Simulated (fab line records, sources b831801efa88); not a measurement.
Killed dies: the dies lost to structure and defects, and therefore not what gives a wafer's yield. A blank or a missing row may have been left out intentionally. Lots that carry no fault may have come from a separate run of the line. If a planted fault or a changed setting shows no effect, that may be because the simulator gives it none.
The same fault as seen by 2 desks ; flow gf180mcu ; what lay behind the numbers comes last; until then each desk has only its own

## AT THE TOOL OWNER'S DESK: litho track-02
The tool's own readings at GF_STI_COAT_07 (resist thk 700 nm): means of the sampled wafers that have a number, for each lot that ran on this tool. If a lot's mean is further than 4 standard deviations from the usual mean, the lot is out of limits and carries the mark OUT (the distance appears in the brackets).
Columns: A = exhaust pa at GF_STI_COAT_07, usual 45.3 Pa; B = resist line temp C at GF_STI_COAT_07, usual 22.99 C
lot;first seen here;A;B
L871;day 4 13:59;44.6;23.05
This desk's finding: nothing out of limits on the one lot.

## AT THE METROLOGY DESK
Lot by lot, what the gauges showed, no matter which tool ran the lot: averages of those sampled wafers that carry a number. If a lot's mean is further than 4 standard deviations from the usual mean, the lot is out of limits and carries the mark OUT (the distance appears in the brackets).
Columns: A = DUAL_GATE_OXIDATION_00_THK at GF_DUAL_GATE_THK_MEAS_03, usual 10.88 nm; B = cd nm at GF_HV_LDD_CD_MEAS_46, usual 399.5 nm
lot;first seen here;A;B
L858;day 7 15:43;10.94;401.0
L859;day 7 21:45;10.75;401.8
L860;day 8 06:26;11.02;398.8
L861;day 8 12:44;10.96;398.0
L862;day 8 17:44;10.96;397.6
L863;day 9 01:56;11.12;397.4
L868;day 10 18:03;11.10;398.1
L870;day 11 04:40;10.73;395.9
L871;day 11 09:41;10.97;400.5
L873;day 11 23:16;10.87;404.8
L876;day 12 19:01;10.87;400.9
L878;day 13 07:05;10.85;399.2
L881;day 14 05:58;10.61;398.1
This desk's verdict: no lot among the 13 shows anything out of limits.

## BROUGHT TOGETHER
The tool owner's desk saw nothing out of limits.
The metrology desk saw nothing out of limits.

## WHAT HAD BEEN PUT IN BY THE SIMULATOR
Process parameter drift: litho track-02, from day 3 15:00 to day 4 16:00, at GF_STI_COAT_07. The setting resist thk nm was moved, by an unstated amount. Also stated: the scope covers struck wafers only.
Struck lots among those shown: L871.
